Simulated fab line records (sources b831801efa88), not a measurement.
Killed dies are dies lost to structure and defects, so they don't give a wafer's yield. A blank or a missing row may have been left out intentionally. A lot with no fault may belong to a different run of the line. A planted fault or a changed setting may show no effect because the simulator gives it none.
The tool behind it: which one? -- flow gf180mcu -- 6 lots, 18 wafers sampled, at 3 steps of a route of 602

WHAT THE GAUGES SHOWED, per wafer
GF_V2_CD_MEAS_14 targets a cd of 260 nm.
lot,measured,on,cd nm (nm)
L956,day 21 14:11,cd sem-01,260.0 259.2 261.0
L959,day 22 15:32,cd sem-01,262.3 261.7 262.2
L961,day 23 06:59,cd sem-01,275.9 264.7 281.3
L970,day 26 05:24,cd sem-02,258.1 257.9 258.3
L973,day 27 05:42,cd sem-01,259.7 259.1 259.6
L975,day 27 19:56,cd sem-02,259.2 259.1 259.0

TOOL THAT RAN EACH LOT (tool first, then ch and the chambers of the sampled wafers, then the start)
lot,GF_M2_SPUTTER_03,GF_V2_EXPOSE_11
L956,"pvd sputter-04, day 19 12:07","krf scanner-01 ch 0, day 21 02:26"
L959,"pvd sputter-02, day 20 15:25","krf scanner-02 ch 0, day 22 04:05"
L961,"pvd sputter-02, day 21 06:56","krf scanner-02 ch 0, day 22 19:47"
L970,"pvd sputter-02, day 24 09:25","krf scanner-01 ch 0, day 25 19:37"
L973,"pvd sputter-01, day 25 09:59","krf scanner-02 ch 0, day 26 20:01"
L975,"pvd sputter-04, day 26 01:20","krf scanner-01 ch 0, day 27 09:59"
- GF_M2_SPUTTER_03: material Ti, target thk 10 nm, time 6.7 s.
- GF_V2_EXPOSE_11: exposes mask Via2, target cd 260 nm.

THE ANSWER, worked out from the rows above alone
Rule: the usual values come from the lots themselves. The widest of any qualifying gaps counts: lots, ordered by their means at a reading, are off when they make up no more than a third of the lots, leave a main group of 4 or more, and stand apart from it by 3 or more times the standard deviation of that group's means. A main group whose means are all the same, to the digits that the tables above print for the reading, isn't used. A lot without any number at a reading at which 4 lots or more have one is off too. Where the step has rows for the other lots, those lots are counted as sound.
Off, at GF_V2_CD_MEAS_14 on cd nm: L961. Mean 259.8 nm and standard deviation 1.3 in the main group.
A tool fits if, at a process step before that reading, it ran every lot that is off, and no sound lot after the first of them. Gauges at GF_V2_CD_MEAS_14: tried the same way as those tools. No candidate that was tried fits.

WHAT THE SIMULATOR PUT IN
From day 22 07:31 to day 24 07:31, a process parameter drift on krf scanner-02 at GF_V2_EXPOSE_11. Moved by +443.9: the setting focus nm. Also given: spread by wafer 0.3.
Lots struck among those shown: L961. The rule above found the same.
